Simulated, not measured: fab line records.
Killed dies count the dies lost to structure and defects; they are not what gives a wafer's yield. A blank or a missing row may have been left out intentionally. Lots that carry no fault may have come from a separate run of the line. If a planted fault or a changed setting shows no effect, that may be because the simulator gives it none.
Check for tools in common    flow sky130    Sample size 13 lots and 39 wafers

== WHY IT WAS OPENED ==
2 of 13 lots carry a flag on the reading VT_ADJUST_PCH_TW at SKY_VT_ADJUST_PCH_TW_MEAS_10. Wafers without a fault read 142.3, standard deviation 1.1.
Rule: a lot gets a flag if all its wafers with a number sit over 4 standard deviations from that mean, or if no wafer of it has a number. All remaining lots are regarded as sound.

lot   measured      on             VT_ADJUST_PCH_TW, wafer by wafer  flag
L239  day 10 19:55  film_metro-03  142.1 142.0 141.8                 
L242  day 11 15:53  film_metro-03  152.5 151.7 151.8                 FLAGGED
L243  day 12 03:19  film_metro-02  149.3 149.6 149.1                 FLAGGED
L244  day 12 04:18  film_metro-02  141.8 141.7 141.1                 
L250  day 14 18:16  film_metro-02  141.2 141.3 140.4                 
L251  day 15 02:46  film_metro-03  142.4 142.4 143.4                 
L253  day 15 11:20  film_metro-02  141.1 140.4 141.0                 
L255  day 16 01:45  film_metro-03  143.0 143.8 143.6                 
L254  day 16 03:32  film_metro-03  144.3 143.1 143.5                 
L256  day 16 11:47  film_metro-04  144.5 144.2 144.1                 
L257  day 16 20:01  film_metro-04  143.6 143.2 143.9                 
L258  day 17 00:04  film_metro-04  142.9 142.7 143.0                 
L260  day 17 18:16  film_metro-03  143.5 143.4 143.2                 
On average the flagged lots' numbers are 150.7, which is +8.4 against the usual, or +8 standard deviations.

== WHICH TOOL EACH LOT WENT THROUGH ==
2 process steps preceding the reading are held in the record, out of 708 steps in the route. Cell contents, in order: the tool; ch with the chambers the sampled wafers went through; the start.
lot   flag     SKY_NWELL_RTA_28                  SKY_VT_ADJUST_PCH_IMPLANT_08
L239           rtp_anneal-02 ch 0, day 5 17:17   implanter-03 ch 0, day 10 19:42
L242  FLAGGED  rtp_anneal-01 ch 0, day 6 09:38   implanter-03 ch 0, day 11 15:40
L243  FLAGGED  rtp_anneal-01 ch 0, day 6 18:17   implanter-03 ch 0, day 12 03:04
L244           rtp_anneal-02 ch 0, day 6 20:59   implanter-01 ch 0, day 12 04:04
L250           rtp_anneal-02 ch 0, day 8 17:39   implanter-01 ch 0, day 14 18:01
L251           rtp_anneal-02 ch 0, day 9 02:49   implanter-01 ch 0, day 15 02:31
L253           rtp_anneal-01 ch 0, day 9 10:08   implanter-03 ch 0, day 15 11:07
L255           rtp_anneal-01 ch 0, day 9 20:56   implanter-03 ch 0, day 16 01:30
L254           rtp_anneal-02 ch 0, day 9 21:49   implanter-03 ch 0, day 16 03:17
L256           rtp_anneal-01 ch 0, day 10 02:52  implanter-02 ch 0, day 16 11:35
L257           rtp_anneal-01 ch 0, day 10 10:01  implanter-03 ch 0, day 16 19:46
L258           rtp_anneal-02 ch 0, day 10 12:10  implanter-02 ch 0, day 16 23:49
L260           rtp_anneal-01 ch 0, day 11 01:39  implanter-02 ch 0, day 17 18:01
What these steps do:
- SKY_NWELL_RTA_28: time 30 s.
- SKY_VT_ADJUST_PCH_IMPLANT_08
- SKY_VT_ADJUST_PCH_TW_MEAS_10

== FLAGGED OVER TOTAL, TOOL BY TOOL (the gauges that took the reading come last) ==
step                          tool           lots run  flagged  share of the flagged lots  sound lots run after its first flagged lot
SKY_NWELL_RTA_28              rtp_anneal-01  7         2        all                        5 (L253,L255,L256,L257,L260)
SKY_NWELL_RTA_28              rtp_anneal-02  6         0        none                       -
SKY_VT_ADJUST_PCH_IMPLANT_08  implanter-01   3         0        none                       -
SKY_VT_ADJUST_PCH_IMPLANT_08  implanter-02   3         0        none                       -
SKY_VT_ADJUST_PCH_IMPLANT_08  implanter-03   7         2        all                        4 (L253,L255,L254,L257)
SKY_VT_ADJUST_PCH_TW_MEAS_10  film_metro-02  4         1        some                       3 (L244,L250,L253)
SKY_VT_ADJUST_PCH_TW_MEAS_10  film_metro-03  6         1        some                       4 (L251,L255,L254,L260)
SKY_VT_ADJUST_PCH_TW_MEAS_10  film_metro-04  3         0        none                       -

== WHAT THE TABLE PERMITS ==
Rows of the table that ran all the flagged lots, 2 in number: rtp_anneal-01 at SKY_NWELL_RTA_28; implanter-03 at SKY_VT_ADJUST_PCH_IMPLANT_08.
- rtp_anneal-01 at SKY_NWELL_RTA_28 ran 7 lots, 2 of them flagged. After the first flagged lot (L253, L255, L256, L257, L260), sound lots still ran on it; a lasting fault on the whole tool would not permit that.
- implanter-03 at SKY_VT_ADJUST_PCH_IMPLANT_08 ran 7 lots, 2 of them flagged. After the first flagged lot (L253, L255, L254, L257), sound lots still ran on it; a lasting fault on the whole tool would not permit that. Its own readings (beam_on_s, end_station_pressure_torr, faraday_current_uA) fall more than 4 standard deviations out on all wafers of the flagged lots.
Not one row of the table ran every flagged lot while running no sound lot after the first.

== WHAT WAS PUT IN BY THE SIMULATOR ==
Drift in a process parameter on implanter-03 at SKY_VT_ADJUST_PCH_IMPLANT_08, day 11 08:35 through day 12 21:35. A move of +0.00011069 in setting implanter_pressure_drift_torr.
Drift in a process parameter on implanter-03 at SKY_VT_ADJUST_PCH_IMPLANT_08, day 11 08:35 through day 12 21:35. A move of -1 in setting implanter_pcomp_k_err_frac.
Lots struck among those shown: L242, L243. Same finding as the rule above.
